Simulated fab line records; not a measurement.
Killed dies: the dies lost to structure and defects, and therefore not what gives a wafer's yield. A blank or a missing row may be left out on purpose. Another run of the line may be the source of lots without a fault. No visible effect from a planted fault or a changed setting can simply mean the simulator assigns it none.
What tool caused it? || flow sky130 || 42 wafers from 14 lots sampled at 3 of the route's 708 steps

## WHAT EACH GAUGE READ, for each wafer
SKY_PWDE_TW_MEAS_10.
{"lot": "L163", "measured": "day 4 05:43", "on": "filmMetro-03", "PWDE_TW": "366 367 365"}
{"lot": "L174", "measured": "day 6 18:17", "on": "filmMetro-04", "PWDE_TW": "373 374 375"}
{"lot": "L175", "measured": "day 7 03:52", "on": "filmMetro-01", "PWDE_TW": "370 370 367"}
{"lot": "L176", "measured": "day 7 10:27", "on": "filmMetro-03", "PWDE_TW": "369 369 369"}
{"lot": "L177", "measured": "day 7 15:32", "on": "filmMetro-01", "PWDE_TW": "371 369 370"}
{"lot": "L178", "measured": "day 7 21:47", "on": "filmMetro-03", "PWDE_TW": "369 369 367"}
{"lot": "L180", "measured": "day 8 09:55", "on": "filmMetro-04", "PWDE_TW": "372 372 373"}
{"lot": "L181", "measured": "day 8 13:00", "on": "filmMetro-04", "PWDE_TW": "374 374 375"}
{"lot": "L182", "measured": "day 8 20:37", "on": "filmMetro-03", "PWDE_TW": "368 368 368"}
{"lot": "L183", "measured": "day 8 21:53", "on": "filmMetro-03", "PWDE_TW": "366 368 367"}
{"lot": "L184", "measured": "day 9 06:10", "on": "filmMetro-01", "PWDE_TW": "371 369 372"}
{"lot": "L185", "measured": "day 9 11:38", "on": "filmMetro-04", "PWDE_TW": "375 374 374"}

## WHAT TOOL EACH LOT RAN ON (gives the tool, then ch and the chambers of the sampled wafers, and finally the start)
{"lot": "L163", "SKY_FIELD_ISO_CVD_03": "lpcvd-02 ch 1, day 1 21:05", "SKY_FIELD_ISO_STRIP_16": "plasmaAsher-02 ch 0,1, day 2 13:43"}
{"lot": "L170", "SKY_FIELD_ISO_CVD_03": "lpcvd-02 ch 0, day 3 06:02", "SKY_FIELD_ISO_STRIP_16": "-"}
{"lot": "L171", "SKY_FIELD_ISO_CVD_03": "lpcvd-02 ch 1, day 3 11:34", "SKY_FIELD_ISO_STRIP_16": "-"}
{"lot": "L174", "SKY_FIELD_ISO_CVD_03": "lpcvd-02 ch 1, day 4 01:41", "SKY_FIELD_ISO_STRIP_16": "plasmaAsher-04 ch 1, day 4 21:43"}
{"lot": "L175", "SKY_FIELD_ISO_CVD_03": "lpcvd-02 ch 1, day 4 09:47", "SKY_FIELD_ISO_STRIP_16": "plasmaAsher-04 ch 0,1, day 5 07:10"}
{"lot": "L176", "SKY_FIELD_ISO_CVD_03": "lpcvd-02 ch 1, day 4 14:03", "SKY_FIELD_ISO_STRIP_16": "plasmaAsher-04 ch 0,1, day 5 11:15"}
{"lot": "L177", "SKY_FIELD_ISO_CVD_03": "lpcvd-02 ch 1, day 4 18:05", "SKY_FIELD_ISO_STRIP_16": "plasmaAsher-04 ch 0,1, day 5 14:45"}
{"lot": "L178", "SKY_FIELD_ISO_CVD_03": "lpcvd-02 ch 0, day 4 21:14", "SKY_FIELD_ISO_STRIP_16": "plasmaAsher-04 ch 0,1, day 5 18:04"}
{"lot": "L180", "SKY_FIELD_ISO_CVD_03": "lpcvd-02 ch 1, day 5 05:41", "SKY_FIELD_ISO_STRIP_16": "plasmaAsher-02 ch 0,1, day 6 02:01"}
{"lot": "L181", "SKY_FIELD_ISO_CVD_03": "lpcvd-02 ch 0, day 5 11:38", "SKY_FIELD_ISO_STRIP_16": "plasmaAsher-04 ch 0,1, day 6 08:39"}
{"lot": "L182", "SKY_FIELD_ISO_CVD_03": "lpcvd-02 ch 0, day 5 17:58", "SKY_FIELD_ISO_STRIP_16": "plasmaAsher-02 ch 0,1, day 6 14:58"}
{"lot": "L183", "SKY_FIELD_ISO_CVD_03": "lpcvd-02 ch 0, day 5 21:54", "SKY_FIELD_ISO_STRIP_16": "plasmaAsher-03 ch 0,1, day 6 18:52"}
{"lot": "L184", "SKY_FIELD_ISO_CVD_03": "lpcvd-02 ch 1, day 6 06:23", "SKY_FIELD_ISO_STRIP_16": "plasmaAsher-04 ch 0,1, day 7 03:40"}
{"lot": "L185", "SKY_FIELD_ISO_CVD_03": "lpcvd-02 ch 1, day 6 09:23", "SKY_FIELD_ISO_STRIP_16": "plasmaAsher-03 ch 0,1, day 7 05:42"}
- SKY_FIELD_ISO_CVD_03: deposits Si3N4 from DCS/NH3, target thk 165 nm, time 2830 s.
- SKY_FIELD_ISO_STRIP_16: strips in O2/N2.

## WHAT THE TOOLS THEMSELVES READ (means of the sampled wafers that have a number; where no wafer has one, the mark that the record gives instead)
SKY_FIELD_ISO_CVD_03.
{"lot": "L163", "tool": "lpcvd-02", "pressureMtorr (mTorr)": 250.1, "spikeTcBottomC (C)": 788.7, "spikeTcUpperC (C)": 771.5}
{"lot": "L170", "tool": "lpcvd-02", "pressureMtorr (mTorr)": "-", "spikeTcBottomC (C)": "-", "spikeTcUpperC (C)": "-"}
{"lot": "L171", "tool": "lpcvd-02", "pressureMtorr (mTorr)": "-", "spikeTcBottomC (C)": "-", "spikeTcUpperC (C)": "-"}
{"lot": "L174", "tool": "lpcvd-02", "pressureMtorr (mTorr)": 250.2, "spikeTcBottomC (C)": 789.8, "spikeTcUpperC (C)": 771.2}
{"lot": "L175", "tool": "lpcvd-02", "pressureMtorr (mTorr)": 250.8, "spikeTcBottomC (C)": 790.0, "spikeTcUpperC (C)": 770.4}
{"lot": "L176", "tool": "lpcvd-02", "pressureMtorr (mTorr)": 249.9, "spikeTcBottomC (C)": 789.1, "spikeTcUpperC (C)": 771.4}
{"lot": "L177", "tool": "lpcvd-02", "pressureMtorr (mTorr)": 250.5, "spikeTcBottomC (C)": 789.8, "spikeTcUpperC (C)": 771.5}
{"lot": "L178", "tool": "lpcvd-02", "pressureMtorr (mTorr)": 249.7, "spikeTcBottomC (C)": 788.7, "spikeTcUpperC (C)": 771.4}
{"lot": "L180", "tool": "lpcvd-02", "pressureMtorr (mTorr)": 250.0, "spikeTcBottomC (C)": 789.9, "spikeTcUpperC (C)": 770.9}
{"lot": "L181", "tool": "lpcvd-02", "pressureMtorr (mTorr)": 250.4, "spikeTcBottomC (C)": 788.8, "spikeTcUpperC (C)": 770.7}
{"lot": "L182", "tool": "lpcvd-02", "pressureMtorr (mTorr)": 250.1, "spikeTcBottomC (C)": 787.8, "spikeTcUpperC (C)": 771.4}
{"lot": "L183", "tool": "lpcvd-02", "pressureMtorr (mTorr)": 249.8, "spikeTcBottomC (C)": 788.2, "spikeTcUpperC (C)": 770.6}
{"lot": "L184", "tool": "lpcvd-02", "pressureMtorr (mTorr)": 250.2, "spikeTcBottomC (C)": 790.3, "spikeTcUpperC (C)": 769.3}
{"lot": "L185", "tool": "lpcvd-02", "pressureMtorr (mTorr)": 249.8, "spikeTcBottomC (C)": 789.0, "spikeTcUpperC (C)": 771.0}

SKY_FIELD_ISO_STRIP_16.
{"lot": "L163", "tool": "plasmaAsher-02", "drypumpMotorCurrentA (A)": 5.9, "oesProductAu (a.u.)": 0.376, "stripTimeToEndpointS (s)": 3.57}
{"lot": "L174", "tool": "plasmaAsher-04", "drypumpMotorCurrentA (A)": 4.9, "oesProductAu (a.u.)": 0.382, "stripTimeToEndpointS (s)": 3.56}
{"lot": "L175", "tool": "plasmaAsher-04", "drypumpMotorCurrentA (A)": 5.4, "oesProductAu (a.u.)": 0.382, "stripTimeToEndpointS (s)": 3.53}
{"lot": "L176", "tool": "plasmaAsher-04", "drypumpMotorCurrentA (A)": 5.4, "oesProductAu (a.u.)": 0.377, "stripTimeToEndpointS (s)": 3.52}
{"lot": "L177", "tool": "plasmaAsher-04", "drypumpMotorCurrentA (A)": 5.1, "oesProductAu (a.u.)": 0.382, "stripTimeToEndpointS (s)": 3.55}
{"lot": "L178", "tool": "plasmaAsher-04", "drypumpMotorCurrentA (A)": 5.1, "oesProductAu (a.u.)": 0.375, "stripTimeToEndpointS (s)": 3.53}
{"lot": "L180", "tool": "plasmaAsher-02", "drypumpMotorCurrentA (A)": 5.9, "oesProductAu (a.u.)": 0.382, "stripTimeToEndpointS (s)": 3.54}
{"lot": "L181", "tool": "plasmaAsher-04", "drypumpMotorCurrentA (A)": 5.4, "oesProductAu (a.u.)": 0.379, "stripTimeToEndpointS (s)": 3.54}
{"lot": "L182", "tool": "plasmaAsher-02", "drypumpMotorCurrentA (A)": 6.0, "oesProductAu (a.u.)": 0.376, "stripTimeToEndpointS (s)": 3.51}
{"lot": "L183", "tool": "plasmaAsher-03", "drypumpMotorCurrentA (A)": 6.2, "oesProductAu (a.u.)": 0.377, "stripTimeToEndpointS (s)": 3.54}
{"lot": "L184", "tool": "plasmaAsher-04", "drypumpMotorCurrentA (A)": 5.3, "oesProductAu (a.u.)": 0.377, "stripTimeToEndpointS (s)": 3.52}
{"lot": "L185", "tool": "plasmaAsher-03", "drypumpMotorCurrentA (A)": 6.2, "oesProductAu (a.u.)": 0.376, "stripTimeToEndpointS (s)": 3.47}

## THE ANSWER, worked out from the rows above alone
Rule: usual is defined by the lots themselves. Put in order of their means at a reading, lots are off if they are a third of the lots or fewer, leave a main group of 4 or more, and stand apart from it by a gap of 3 or more times the standard deviation of the main group's means; of several such gaps the widest counts. A main group whose means are all the same, to the digits that the tables above print for the reading, isn't used. A lot without any number at a reading at which 4 lots or more have one is off too. Where the step has rows for the other lots, those lots are counted as sound. The gauges are gone through in route order, then the tools' own readings, and for those a lot's mean is taken as printed above. The first step at which some lot is off is used, and at that step the reading that is off furthest; a lot without a number counts as furthest.
Off: L170, L171 (SKY_FIELD_ISO_CVD_03, pressureMtorr). Without a number there: L170, L171. For the main group the mean is 250.1 mTorr and the standard deviation 0.31.
If a tool, at that step or one of the process steps before it, ran each lot that is off and ran no sound lot following the first of them, it fits. Of those tried, none fits.

## WHAT THE SIMULATOR HAD PUT IN
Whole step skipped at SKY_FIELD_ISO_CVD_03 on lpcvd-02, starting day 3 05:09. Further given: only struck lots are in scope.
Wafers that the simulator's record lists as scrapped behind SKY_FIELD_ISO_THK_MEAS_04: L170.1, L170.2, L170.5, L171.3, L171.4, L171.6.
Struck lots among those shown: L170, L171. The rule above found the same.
